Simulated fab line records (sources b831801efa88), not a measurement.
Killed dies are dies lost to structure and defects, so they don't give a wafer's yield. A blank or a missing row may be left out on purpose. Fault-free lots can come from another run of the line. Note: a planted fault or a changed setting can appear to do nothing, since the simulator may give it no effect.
A lot that was struck, set against a sound lot ; flow sky130 ; 14 steps out of a route of 708
Sound: the wafers L427.3, L427.4, L427.5. Struck: wafers L420.3, L420.4, L420.5. The cause comes at the end.
Order at every step that has rows: each side's tool, ch and its chambers, its first start. Under that, the readings that differ: sound wafers ; struck wafers ; difference of the means ; sigmas: that difference in standard deviations of wafers without a fault.
alike: readings with means less than 2 such deviations apart, plus words and numbers identical on both sides. not compared: withheld readings, readings lacking a value on some wafer, bounds such as >300 that could conceal the same value, and numbers that have no deviation in the record and whose values overlap.
Wherever a step has rows on one side only, a row that says differs or no value, or a row with sigmas, the two part there. Numbers that have no deviation but don't overlap get no sigmas and don't part them. A reading missing from all wafers of one side parts the sides only when that side holds two or more wafers.

SKY_VIA3_OVL_MEAS_13:
  sound: overlay-01 at day 45 22:54; struck: overlay-01 at day 44 03:21
  alike: VIA3_OVL
SKY_VIA3_ETCH_14: etches BARC in N2/H2, stops on SiO2, time 45.9 s, target depth 60 nm.
  sound on rie_diel-03 ch 1,2, day 45 22:56; struck on rie_diel-02 ch 0,2, day 44 03:22
  alike: chamber_pressure_mTorr, drypump_motor_current_A, oes_product_au, throttle_valve_pct
  not compared: rf_hours_counter_h
SKY_VIA3_ETCH_15: etches SiO2 in C4F8/O2/Ar, stops on TiN, target depth 507 nm, time 78 s.
  sound on rie_diel-03 ch 1,2, day 45 22:58; struck on rie_diel-02 ch 0,2, day 44 03:25
  alike: chamber_pressure_mTorr, oes_product_au
SKY_VIA3_STRIP_16: strips in O2/N2.
  sound on plasma_asher-01 ch 0,1, day 45 23:04; struck on plasma_asher-01 ch 0,1, day 44 03:30
  alike: chamber_pressure_mTorr, drypump_motor_current_A, o2_flow_sccm, oes_product_au, strip_time_to_endpoint_s
  not compared: rf_hours_counter_h
then, 4 steps without rows for these wafers: SKY_VIA3_STRIP_17 (strips in post etch residue remover, time 1200 s); SKY_VIA3_CLEAN_18 (cleans in IPA, time 180 s); SKY_VIA3_CLEAN_19 (cleans in O3/DIW); SKY_VIA3_SPUTTER_20 (material TiN, target thk 20 nm, time 80 s).
SKY_VIA3_CVD_21: deposits W, target thk 390 nm, time 117.31 s.
  sound on cvd_w-02 ch 0,1, day 45 23:49; struck on cvd_w-02 ch 0,1, day 44 04:10
  alike: heater_power_w
  not compared: since_wet_clean_h
SKY_VIA3_RS_MEAS_22: measurement is done with a four-point probe.
  sound: film_metro-01 at day 45 23:56; struck: film_metro-04 at day 44 04:17
  alike: VIA3_W_RS
SKY_VIA3_THK_MEAS_23: measures by xrf.
  sound: film_metro-01 at day 46 00:02; struck: film_metro-04 at day 44 04:23
  alike: VIA3_W_THK
then, 1 step without rows for these wafers: SKY_VIA3_CMP_24 (polishes, stops on SiO2, t overpolish 20 s, target thk 0 nm).
SKY_METAL4_SPUTTER_00: material Ti, target thk 15 nm, time 10.35 s.
  sound: pvd_sputter-01 at day 46 00:24; struck: pvd_sputter-01 at day 44 04:44
  no value came back on the struck wafers for cathode_dc_power_W (W), chamber_pressure_pa (Pa), throttle_valve_pct (%); on the sound wafers cathode_dc_power_W (W) reads 3000.3 3000.1 2999.1
SKY_METAL4_SPUTTER_01: material TiN, target thk 20 nm, time 16.7 s.
  sound: pvd_sputter-01 at day 46 00:26; struck: pvd_sputter-01 at day 44 04:45
  alike: cathode_dc_power_W, chamber_pressure_pa, throttle_valve_pct

WHERE THEY PART
Only at SKY_METAL4_SPUTTER_00, within this record. Later steps at which nothing parts them and some readings are alike: SKY_METAL4_SPUTTER_01.

WHY: what had been put in by the simulator
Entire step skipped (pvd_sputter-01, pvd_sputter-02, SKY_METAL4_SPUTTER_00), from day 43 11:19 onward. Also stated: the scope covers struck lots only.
